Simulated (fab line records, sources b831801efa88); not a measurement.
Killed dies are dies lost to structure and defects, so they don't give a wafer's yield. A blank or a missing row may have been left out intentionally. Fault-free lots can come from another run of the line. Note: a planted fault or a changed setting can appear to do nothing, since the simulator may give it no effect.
fab line records + flow gf180mcu
[record]
- lots = 14
- wafers = 42
- last_day = 34
route steps=602 shown V1@352 M2@363
lots that met no fault: taken from a fault-free run of the same line
start_h: hours from the record's first day to the start of the lot's first wafer shown + wait_h: hours from the lot's prior step to this one + " identical to the entry in the row above + L1.1+2: one row covering several wafers at once + - no value present, or no start provided + * or withheld: withheld + < > ~ a bound
route shown NAME@n: a module of which the file shows steps, and the number in the route of the first + usual: the fault-free wafers' mean and standard deviation + same: alike in all rows + chamber/n: place in a boat + sites: per-site readings + _std_site: how widely they spread, as a standard deviation + _edge_site: outer sites' mean less inner sites' + radius_mm: for every site, how far away it sits from the centre of the wafer + mask NAME#n: copy n + behind: the last tool/chamber to shape the wafer + hold: cause of the lot's hold/its duration in hours/its outcome + device: whichever transistor did not switch (one of n, p or np) + end of line: the route-end tests of the same wafers + where a step has no rows: the recipe by itself + killed: not the wafer's yield, but the dies lost to structure and defects at the first sort + map: the dies of a wafer, with x for killed, . for not killed, _ for no die there
set.NAME: the setting that was run; set.NAME@STEP: the one run at that earlier step + model.NAME: the simulator's own value behind a step, which no gauge read
route steps across a sampled set of lots; one table per step, one row per wafer
services: from which hour (start_h, from the record's first day; less than 0 if before it) a tool's chamber was out of use, for how many hours, and why
[[steps]]
[step GF_V1_ETCH_17]
[recipe]
- chemistry = C4F8/O2/Ar
- mask_material = KrF
- target = SiO2
- stop_on = TiN
- source_w = 1500
- bias_w = 1200
- pressure_mtorr = 40
- c4f8_flow_sccm = withheld
- O2_flow_sccm = 6
- Ar_flow_sccm = 300
- time_s = withheld
- target_depth_a = 6300
[usual]
- oes_product_au = 0.856/0.0044
| lot.wafer | tool        | chamber | start_h | wait_h | oes_product_au |
|-----------|-------------|---------|---------|--------|----------------|
| L841.2    | rie_diel-02 | 1       | -       | -      | 0.854          |
| L841.3    | "           | 2       | "       | "      | 0.851          |
| L841.4    | "           | 0       | "       | "      | 0.853          |
| L843.3    | rie_diel-02 | 1       | -       | -      | 0.865          |
| L843.4    | "           | 0       | "       | "      | 0.857          |
| L843.6    | "           | 1       | "       | "      | 0.863          |
| L844.2    | rie_diel-04 | 2       | -       | -      | 0.857          |
| L844.5    | "           | 1       | "       | "      | 0.864          |
| L844.6    | "           | 2       | "       | "      | 0.855          |
| L845.1    | rie_diel-04 | 2       | -       | -      | 0.857          |
| L845.4    | "           | 3       | "       | "      | 0.856          |
| L845.6    | "           | 2       | "       | "      | 0.856          |
| L846.4    | rie_diel-02 | 2       | -       | -      | 0.857          |
| L846.5    | "           | 2       | "       | "      | 0.855          |
| L846.6    | "           | 1       | "       | "      | 0.858          |
| L847.2    | rie_diel-03 | 1       | -       | -      | 0.860          |
| L847.3    | "           | 3       | "       | "      | 0.863          |
| L847.4    | "           | 0       | "       | "      | 0.852          |
| L848.3    | rie_diel-02 | 2       | -       | -      | 0.850          |
| L848.4    | "           | 0       | "       | "      | 0.854          |
| L848.6    | "           | 1       | "       | "      | 0.854          |
| L849.3    | rie_diel-03 | 3       | -       | -      | 0.859          |
| L849.5    | "           | 1       | "       | "      | 0.851          |
| L849.6    | "           | 0       | "       | "      | 0.853          |
| L850.1    | rie_diel-04 | 1       | -       | -      | 0.855          |
| L850.4    | "           | 3       | "       | "      | 0.858          |
| L850.6    | "           | 3       | "       | "      | 0.854          |
| L851.3    | rie_diel-04 | 1       | -       | -      | 0.858          |
| L851.4    | "           | 3       | "       | "      | 0.855          |
| L851.5    | "           | 2       | "       | "      | 0.857          |
| L860.3    | rie_diel-03 | 0       | -       | -      | 0.852          |
| L860.4    | "           | 3       | "       | "      | 0.859          |
| L860.6    | "           | 1       | "       | "      | 0.855          |
| L861.2    | rie_diel-03 | 0       | -       | -      | 0.853          |
| L861.5    | "           | 1       | "       | "      | 0.862          |
| L861.6    | "           | 2       | "       | "      | 0.859          |
| L862.1    | rie_diel-02 | 1       | -       | -      | 0.854          |
| L862.3    | "           | 0       | "       | "      | 0.857          |
| L862.5    | "           | 0       | "       | "      | 0.857          |
| L863.3    | rie_diel-02 | 3       | -       | -      | 0.851          |
| L863.4    | "           | 2       | "       | "      | 0.858          |
| L863.6    | "           | 3       | "       | "      | 0.846          |
[step GF_M2_SPUTTER_01]
[recipe]
- material = TiN
- target_thk_nm = 30
- power_w = 6500
- time_s = 25
- chamber_pressure_pa = 0.4
[usual]
- throttle_valve_pct = 30.3/0.76
| lot.wafer | tool           | chamber | start_h | wait_h | throttle_valve_pct |
|-----------|----------------|---------|---------|--------|--------------------|
| L841.2    | pvd_sputter-01 | -       | 422.17  | 0.1    | 30.3               |
| L841.3    | "              | -       | "       | "      | 29.9               |
| L841.4    | "              | -       | "       | "      | 30.2               |
| L843.3    | pvd_sputter-01 | -       | 430.42  | 0.1    | 31.2               |
| L843.4    | "              | -       | "       | "      | 30.5               |
| L843.6    | "              | -       | "       | "      | 30.4               |
| L844.2    | pvd_sputter-02 | -       | 441.76  | 0.1    | 30.3               |
| L844.5    | "              | -       | "       | "      | 30.4               |
| L844.6    | "              | -       | "       | "      | 31.3               |
| L845.1    | pvd_sputter-01 | -       | 448.12  | 0.1    | 30.4               |
| L845.4    | "              | -       | "       | "      | 30.5               |
| L845.6    | "              | -       | "       | "      | 30.5               |
| L846.4    | pvd_sputter-02 | -       | 455.48  | 0.0    | 30.5               |
| L846.5    | "              | -       | "       | "      | 30.1               |
| L846.6    | "              | -       | "       | "      | 31.6               |
| L847.2    | pvd_sputter-01 | -       | 470.51  | 0.1    | 30.7               |
| L847.3    | "              | -       | "       | "      | 30.2               |
| L847.4    | "              | -       | "       | "      | 29.7               |
| L848.3    | pvd_sputter-01 | -       | 481.15  | 0.1    | 30.4               |
| L848.4    | "              | -       | "       | "      | 31.2               |
| L848.6    | "              | -       | "       | "      | 31.2               |
| L849.3    | pvd_sputter-01 | -       | 494.87  | 0.1    | 30.1               |
| L849.5    | "              | -       | "       | "      | 30.5               |
| L849.6    | "              | -       | "       | "      | 29.8               |
| L850.1    | pvd_sputter-02 | -       | 496.42  | 0.1    | 30.3               |
| L850.4    | "              | -       | "       | "      | 31.3               |
| L850.6    | "              | -       | "       | "      | 31.7               |
| L851.3    | pvd_sputter-01 | -       | 503.01  | 0.1    | 31.0               |
| L851.4    | "              | -       | "       | "      | 29.8               |
| L851.5    | "              | -       | "       | "      | 29.8               |
| L860.3    | pvd_sputter-01 | -       | 575.80  | 0.1    | 30.3               |
| L860.4    | "              | -       | "       | "      | 31.2               |
| L860.6    | "              | -       | "       | "      | 30.8               |
| L861.2    | pvd_sputter-02 | -       | 586.37  | 0.1    | 30.2               |
| L861.5    | "              | -       | "       | "      | 30.5               |
| L861.6    | "              | -       | "       | "      | 31.8               |
| L862.1    | pvd_sputter-03 | -       | 587.27  | 0.1    | 30.2               |
| L862.3    | "              | -       | "       | "      | 28.4               |
| L862.5    | "              | -       | "       | "      | 29.8               |
| L863.3    | pvd_sputter-02 | -       | 599.41  | 0.1    | 30.5               |
| L863.4    | "              | -       | "       | "      | 29.4               |
| L863.6    | "              | -       | "       | "      | 30.4               |
[step GF_M2_EXPOSE_11]
[recipe]
- mask_id = Metal2
- target_cd_nm = 280
- na = 0.68
- source_shape = conventional
- sigma_outer = 0.6
- dose_mj = 28
[same]
- na = 0.68
- sigma_outer = 0.6
| lot.wafer  | tool           | chamber | start_h | wait_h | mask     |
|------------|----------------|---------|---------|--------|----------|
| L841.2+3+4 | krf_scanner-02 | 0       | 434.57  | -      | Metal2#0 |
| L843.3+4+6 | krf_scanner-02 | 0       | 443.35  | -      | Metal2#0 |
| L844.2+5+6 | krf_scanner-01 | 0       | 454.65  | -      | Metal2#0 |
| L845.1+4+6 | krf_scanner-01 | 0       | 460.56  | -      | Metal2#0 |
| L846.4+5+6 | krf_scanner-01 | 0       | 467.86  | -      | Metal2#0 |
| L847.2+3+4 | krf_scanner-02 | 0       | 483.10  | -      | Metal2#0 |
| L848.3+4+6 | krf_scanner-01 | 0       | 493.51  | -      | Metal2#0 |
| L849.3+5+6 | krf_scanner-01 | 0       | 506.14  | -      | Metal2#0 |
| L850.1+4+6 | krf_scanner-01 | 0       | 507.90  | -      | Metal2#0 |
| L851.3+4+5 | krf_scanner-01 | 0       | 514.61  | -      | Metal2#0 |
| L860.3+4+6 | krf_scanner-02 | 0       | 586.64  | -      | Metal2#0 |
| L861.2+5+6 | krf_scanner-02 | 0       | 596.99  | -      | Metal2#0 |
| L862.1+3+5 | krf_scanner-02 | 0       | 598.40  | -      | Metal2#0 |
| L863.3+4+6 | krf_scanner-01 | 0       | 610.11  | -      | Metal2#0 |
[step GF_M2_CD_MEAS_14]
[recipe]
- target_cd_nm = 280
[usual]
- cd_nm = 279.6/1.3
| lot.wafer | tool      | chamber | start_h | wait_h | cd_nm |
|-----------|-----------|---------|---------|--------|-------|
| L841.2    | cd_sem-01 | -       | 446.88  | 0.1    | 278.7 |
| L841.3    | "         | -       | "       | "      | 279.4 |
| L841.4    | "         | -       | "       | "      | 279.0 |
| L843.3    | cd_sem-02 | -       | 455.54  | 0.1    | 280.7 |
| L843.4    | "         | -       | "       | "      | 280.3 |
| L843.6    | "         | -       | "       | "      | 280.5 |
| L844.2    | cd_sem-02 | -       | 466.68  | 0.1    | 280.2 |
| L844.5    | "         | -       | "       | "      | 278.9 |
| L844.6    | "         | -       | "       | "      | 280.9 |
| L845.1    | cd_sem-01 | -       | 473.69  | 0.7    | 277.9 |
| L845.4    | "         | -       | "       | "      | 279.1 |
| L845.6    | "         | -       | "       | "      | 277.7 |
| L846.4    | cd_sem-02 | -       | 480.07  | 0.1    | 278.2 |
| L846.5    | "         | -       | "       | "      | 279.1 |
| L846.6    | "         | -       | "       | "      | 279.7 |
| L847.2    | cd_sem-01 | -       | 495.57  | 0.1    | 277.8 |
| L847.3    | "         | -       | "       | "      | 278.3 |
| L847.4    | "         | -       | "       | "      | 279.4 |
| L848.3    | cd_sem-02 | -       | 504.45  | 0.1    | 279.7 |
| L848.4    | "         | -       | "       | "      | 279.4 |
| L848.6    | "         | -       | "       | "      | 279.6 |
| L849.3    | cd_sem-02 | -       | 517.80  | 0.1    | 278.1 |
| L849.5    | "         | -       | "       | "      | 279.0 |
| L849.6    | "         | -       | "       | "      | 278.7 |
| L850.1    | cd_sem-02 | -       | 519.75  | 0.1    | 278.6 |
| L850.4    | "         | -       | "       | "      | 278.9 |
| L850.6    | "         | -       | "       | "      | 208.7 |
| L851.3    | cd_sem-02 | -       | 526.30  | 0.1    | 281.3 |
| L851.4    | "         | -       | "       | "      | 281.1 |
| L851.5    | "         | -       | "       | "      | 209.1 |
| L860.3    | cd_sem-01 | -       | 596.89  | 0.1    | 280.7 |
| L860.4    | "         | -       | "       | "      | 280.5 |
| L860.6    | "         | -       | "       | "      | 280.2 |
| L861.2    | cd_sem-01 | -       | 606.97  | 0.1    | 281.4 |
| L861.5    | "         | -       | "       | "      | 280.8 |
| L861.6    | "         | -       | "       | "      | 280.4 |
| L862.1    | cd_sem-01 | -       | 608.57  | 0.1    | 279.9 |
| L862.3    | "         | -       | "       | "      | 280.7 |
| L862.5    | "         | -       | "       | "      | 280.2 |
| L863.3    | cd_sem-01 | -       | 619.94  | 0.1    | 278.0 |
| L863.4    | "         | -       | "       | "      | 278.1 |
| L863.6    | "         | -       | "       | "      | 279.5 |
[step GF_M2_STRIP_17]
[recipe]
- chemistry = O2/N2
- power_w = 1400
- pressure_mtorr = 1500
- platen_temp_c = 250
- o2_flow_sccm = 3000
- n2_flow_sccm = 300
- overash_fraction = 0.5
[usual]
- drypump_motor_current_A = 5.76/0.26
- heater_power_w = 336/29
- oes_product_au = 0.557/0.0048
- strip_time_to_endpoint_s = 7.85/0.042
| lot.wafer | tool            | chamber | start_h | wait_h | drypump_motor_current_A | heater_power_w | oes_product_au | rf_hours_counter_h | strip_time_to_endpoint_s |
|-----------|-----------------|---------|---------|--------|-------------------------|----------------|----------------|--------------------|--------------------------|
| L841.2    | plasma_asher-02 | 0       | 447.24  | 0.1    | 6.14                    | 328            | 0.556          | 36                 | 7.87                     |
| L841.3    | "               | 1       | "       | "      | 5.18                    | 290            | 0.554          | -                  | 7.83                     |
| L841.4    | "               | 0       | "       | "      | 6.13                    | 322            | 0.557          | -                  | 7.88                     |
| L843.3    | plasma_asher-02 | 0       | 455.80  | 0.1    | 6.13                    | 319            | 0.555          | -                  | 7.87                     |
| L843.4    | "               | 1       | "       | "      | 5.17                    | 286            | 0.555          | -                  | 7.81                     |
| L843.6    | "               | 1       | "       | "      | 5.20                    | 289            | 0.562          | -                  | 7.83                     |
| L844.2    | plasma_asher-01 | 1       | 466.93  | 0.1    | 5.66                    | 376            | 0.558          | 4                  | 7.90                     |
| L844.5    | "               | 0       | "       | "      | 5.89                    | 337            | 0.559          | -                  | 7.93                     |
| L844.6    | "               | 1       | "       | "      | 5.62                    | 377            | 0.557          | -                  | 7.88                     |
| L845.1    | plasma_asher-03 | 1       | 473.96  | 0.1    | 5.83                    | 366            | 0.554          | 74                 | 7.88                     |
| L845.4    | "               | 0       | "       | "      | 5.77                    | 323            | 0.556          | -                  | 7.82                     |
| L845.6    | "               | 0       | "       | "      | 5.78                    | 314            | 0.560          | -                  | 7.89                     |
| L846.4    | plasma_asher-03 | 1       | 480.31  | 0.1    | 5.84                    | 374            | 0.559          | -                  | 7.82                     |
| L846.5    | "               | 1       | "       | "      | 5.85                    | 364            | 0.558          | -                  | 7.95                     |
| L846.6    | "               | 0       | "       | "      | 5.79                    | 313            | 0.555          | -                  | 7.84                     |
| L847.2    | plasma_asher-03 | 0       | 495.82  | 0.1    | 5.79                    | 318            | 0.559          | 76                 | 7.85                     |
| L847.3    | "               | 0       | "       | "      | 5.77                    | 317            | 0.554          | -                  | 7.91                     |
| L847.4    | "               | 1       | "       | "      | 5.85                    | 366            | 0.559          | -                  | 7.85                     |
| L848.3    | plasma_asher-03 | 1       | 504.71  | 0.1    | 5.86                    | 352            | 0.555          | -                  | 7.78                     |
| L848.4    | "               | 0       | "       | "      | 5.78                    | 318            | 0.558          | -                  | 7.85                     |
| L848.6    | "               | 1       | "       | "      | 5.84                    | 361            | 0.554          | -                  | 7.86                     |
| L849.3    | plasma_asher-03 | 1       | 518.06  | 0.1    | 5.85                    | 361            | 0.552          | -                  | 7.79                     |
| L849.5    | "               | 1       | "       | "      | 5.86                    | 357            | 0.559          | -                  | 7.86                     |
| L849.6    | "               | 0       | "       | "      | 5.77                    | 318            | 0.557          | -                  | 7.81                     |
| L850.1    | plasma_asher-02 | 0       | 520.02  | 0.1    | 6.16                    | 325            | 0.552          | 42                 | 7.78                     |
| L850.4    | "               | 1       | "       | "      | 5.20                    | 292            | 0.559          | -                  | 7.86                     |
| L850.6    | "               | 1       | "       | "      | 5.20                    | 294            | 0.546          | -                  | 7.82                     |
| L851.3    | plasma_asher-02 | 0       | 526.56  | 0.1    | 6.15                    | 327            | 0.550          | -                  | 7.91                     |
| L851.4    | "               | 1       | "       | "      | 5.19                    | 281            | 0.560          | -                  | 7.88                     |
| L851.5    | "               | 0       | "       | "      | 6.14                    | 325            | 0.555          | -                  | 7.92                     |
| L860.3    | plasma_asher-02 | 1       | 597.15  | 0.1    | 5.18                    | 291            | 0.562          | -                  | 7.87                     |
| L860.4    | "               | 0       | "       | "      | 6.14                    | 336            | 0.559          | -                  | 7.90                     |
| L860.6    | "               | 0       | "       | "      | 6.15                    | 318            | 0.564          | -                  | 7.91                     |
| L861.2    | plasma_asher-03 | 1       | 607.22  | 0.1    | 5.83                    | 356            | 0.565          | 88                 | 7.85                     |
| L861.5    | "               | 1       | "       | "      | 5.87                    | 359            | 0.561          | -                  | 7.78                     |
| L861.6    | "               | 0       | "       | "      | 5.78                    | 317            | 0.553          | -                  | 7.80                     |
| L862.1    | plasma_asher-01 | 1       | 608.95  | 0.2    | 5.65                    | 374            | 0.556          | 19                 | 7.84                     |
| L862.3    | "               | 0       | "       | "      | 5.93                    | 329            | 0.545          | -                  | 7.82                     |
| L862.5    | "               | 1       | "       | "      | 5.63                    | 365            | 0.560          | -                  | 7.84                     |
| L863.3    | plasma_asher-03 | 0       | 620.24  | 0.1    | 5.79                    | 314            | 0.549          | -                  | 7.86                     |
| L863.4    | "               | 1       | "       | "      | 5.82                    | 362            | 0.554          | -                  | 7.79                     |
| L863.6    | "               | 1       | "       | "      | 5.84                    | 356            | 0.556          | -                  | 7.85                     |
[[services]]
| tool            | chamber | start_h | hours | kind   |
|-----------------|---------|---------|-------|--------|
| krf_scanner-01  | -       | 413.57  | 7.2   | pm     |
| krf_scanner-01  | -       | 428.30  | 3.6   | pm     |
| krf_scanner-02  | -       | 435.15  | 0.6   | repair |
| krf_scanner-02  | -       | 437.69  | 0.8   | pm     |
| plasma_asher-03 | -       | 444.83  | 1.2   | repair |
| krf_scanner-01  | -       | 449.32  | 1.3   | pm     |
| plasma_asher-03 | -       | 452.00  | 19.8  | pm     |
| rie_diel-03     | 2       | 466.57  | 6.7   | repair |
| krf_scanner-01  | -       | 469.28  | 1.0   | pm     |
| rie_diel-02     | 1       | 472.38  | 3.0   | repair |
| krf_scanner-01  | -       | 483.47  | 0.8   | pm     |
| pvd_sputter-02  | -       | 483.64  | 2.4   | repair |
| krf_scanner-02  | -       | 495.18  | 0.2   | repair |
| plasma_asher-02 | -       | 497.61  | 15.7  | repair |
| krf_scanner-02  | -       | 527.31  | 1.3   | pm     |
| rie_diel-04     | 2       | 534.24  | 12.8  | repair |
| plasma_asher-02 | -       | 538.74  | 2.8   | pm     |
| rie_diel-02     | 2       | 550.90  | 3.1   | repair |
| plasma_asher-03 | -       | 551.05  | 2.1   | repair |
| krf_scanner-02  | -       | 554.28  | 1.0   | pm     |
| krf_scanner-02  | -       | 555.47  | 0.6   | repair |
| pvd_sputter-02  | -       | 566.47  | 5.2   | repair |
| plasma_asher-03 | -       | 588.23  | 4.9   | repair |
| krf_scanner-02  | -       | 606.49  | 0.8   | pm     |
[[key]]
[first_sign]
- step = GF_M2_CD_MEAS_14
- reading = cd_nm
- direction = down
- sigmas = 56
- usual = 279.6
- struck = 208.9
effect none on later readings
met_at GF_M2_EXPOSE_11
struck_lots L850,L851
struck_wafers L850.6,L851.5
later_rows_left_out L850.6,L851.5
sort_left_out L850.6,L851.5
not_acting_at GF_V1_ETCH_17,GF_M2_SPUTTER_01,GF_M2_STRIP_17
onset_between 506.14 507.90
[fault]
- kind = process_parameter_drift
- tool = krf_scanner-01
- chamber = -
- onset_h = 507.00
- steps = GF_M2_EXPOSE_11
- channel = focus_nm
- offset = 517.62
- shape = step
- end_h = 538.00
- scope = struck_wafers_only
// sort_left_out: the simulated sort isn't trusted on such a fault, so these wafers' sort isn't shown, and their yield isn't known
// later_rows_left_out: the simulator's readings of these wafers behind a module that went badly wrong aren't trusted and aren't shown, but for the sort
